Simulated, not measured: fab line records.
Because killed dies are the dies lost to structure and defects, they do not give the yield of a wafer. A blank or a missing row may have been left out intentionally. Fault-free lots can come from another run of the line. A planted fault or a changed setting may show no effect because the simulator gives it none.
Lot-split experiment | flow sky130 | 23 wafers read from 5 lots, route of 708 steps

== ABOUT THE SPLIT ==
At SKY_RES_PROTECT_COAT_02 (resist thk 1140 nm), the setting resist thk nm was moved away from the recipe's 1140 nm on 12 of the 23 wafers read, by -4.9% to +5.1%. The other wafers ran this setting at the recipe's value.

The split's own step is where the reading is taken.

== THE READING ==
NOVOLAK_of_RES_PROTECT_COAT_02.thk nm (the simulator's own value, which no gauge read), in nm, at SKY_RES_PROTECT_COAT_02 (resist thk 1140 nm). The file does not state a usual value for it. Here, 11 wafers ran the recipe; their average is 1141 nm with a standard deviation of 2.5 nm.

wafer  | tool, chamber at the split | resist thk nm as run, nm | against the recipe | NOVOLAK_of_RES_PROTECT_COAT_02.thk nm, nm | against lot-mates on the recipe
L074.1 | litho track-02, 0          | 1140                     | recipe             | 1141                                      | -
L074.2 | litho track-02, 0          | 1089                     | -4.5%              | 1090                                      | -50
L074.3 | litho track-02, 0          | 1089                     | -4.5%              | 1088                                      | -52
L074.4 | litho track-02, 0          | 1089                     | -4.5%              | 1088                                      | -52
L074.6 | litho track-02, 0          | 1140                     | recipe             | 1140                                      | -
L075.1 | litho track-02, 0          | 1140                     | recipe             | 1144                                      | -
L075.3 | litho track-02, 0          | 1104                     | -3.2%              | 1102                                      | -43
L075.4 | litho track-02, 0          | 1140                     | recipe             | 1146                                      | -
L075.5 | litho track-02, 0          | 1104                     | -3.2%              | 1108                                      | -37
L075.6 | litho track-02, 0          | 1104                     | -3.2%              | 1104                                      | -41
L076.1 | litho track-01, 0          | 1198                     | +5.1%              | 1197                                      | +58
L076.2 | litho track-01, 0          | 1198                     | +5.1%              | 1195                                      | +56
L076.3 | litho track-01, 0          | 1140                     | recipe             | 1140                                      | -
L076.5 | litho track-01, 0          | 1198                     | +5.1%              | 1196                                      | +58
L076.6 | litho track-01, 0          | 1140                     | recipe             | 1137                                      | -
L077.1 | litho track-02, 0          | 1084                     | -4.9%              | 1085                                      | -56
L077.4 | litho track-02, 0          | 1084                     | -4.9%              | 1085                                      | -56
L077.2 | litho track-02, 0          | 1084                     | -4.9%              | 1084                                      | -56
L077.3 | litho track-02, 0          | 1140                     | recipe             | 1141                                      | -
L077.6 | litho track-02, 0          | 1140                     | recipe             | 1140                                      | -
L081.1 | litho track-02, 0          | 1140                     | recipe             | 1144                                      | -
L081.2 | litho track-02, 0          | 1140                     | recipe             | 1139                                      | -
L081.3 | litho track-02, 0          | 1140                     | recipe             | 1143                                      | -

FIT RESULTS
A straight line over all 23 wafers: NOVOLAK_of_RES_PROTECT_COAT_02.thk nm changes by +11.3 nm for each +1% of resist thk nm; r = +1.00; the points scatter about the line by 2.4 nm.
The same after taking each lot's own level away (the mean of its wafers on the recipe; 23 wafers): +11.5 nm for each +1%; r = +1.00; scatter 2.1 nm.
On that fit, the largest move of resist thk nm shifts the reading by 59 nm.
From 1138.5 to 1145.0 nm: that is the span of the lots' own levels, equal to 2.6 times the standard deviation above.
The two slopes agree, so the slope changes little with the lot-to-lot level.
Check: +57.9 nm against its lot-mates is what the line predicts for one of the wafers moved furthest among these (+5.1%) when that wafer is left out of the fit. Against them it came out at +58.5 nm.

== OTHER SPLITS ON THESE WAFERS ==
Other splits were also applied to these wafers ahead of the reading. Each is held against what the fit with the lots' levels taken away leaves over:
other split on the same wafers             | wafers away from the commonest value | r with NOVOLAK_of_RES_PROTECT_COAT_02.thk nm (lot level and that fit taken away)
SKY_VT_ADJUST_HVTR_IMPLANT_09 dose cm2     | 7                                    | +0.38
SKY_SONOS_TUNNEL_DEVELOP_06 develop time s | 8                                    | +0.34
SKY_SONOS_ONO_EXPOSE_10 dose mj            | 7                                    | +0.34
SKY_GATE_OXIDE_OXIDATION_01 ox time s      | 18                                   | -0.23
SKY_GATE_OXIDE_IMPLANT_11 energy kev       | 5                                    | -0.26

== THE WHOLE CHAIN: every reading that the file lists as answering this split, in the file's order ==
step                     | what it does       | reading                                                                                | change (the file's fit)              | r (the file's)
SKY_RES_PROTECT_COAT_02  | resist thk 1140 nm | NOVOLAK_of_RES_PROTECT_COAT_02.thk nm (the simulator's own value, which no gauge read) | +11.6 nm for each +1% of the setting | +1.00
SKY_RES_PROTECT_STRIP_07 | strips in O2/N2    | strip time to endpoint s                                                               | withheld for each +1% of the setting | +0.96

== THE FILE'S OWN FIT ==
NOVOLAK_of_RES_PROTECT_COAT_02.thk nm changes by +11.6 nm for each +1% of resist thk nm, r = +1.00.
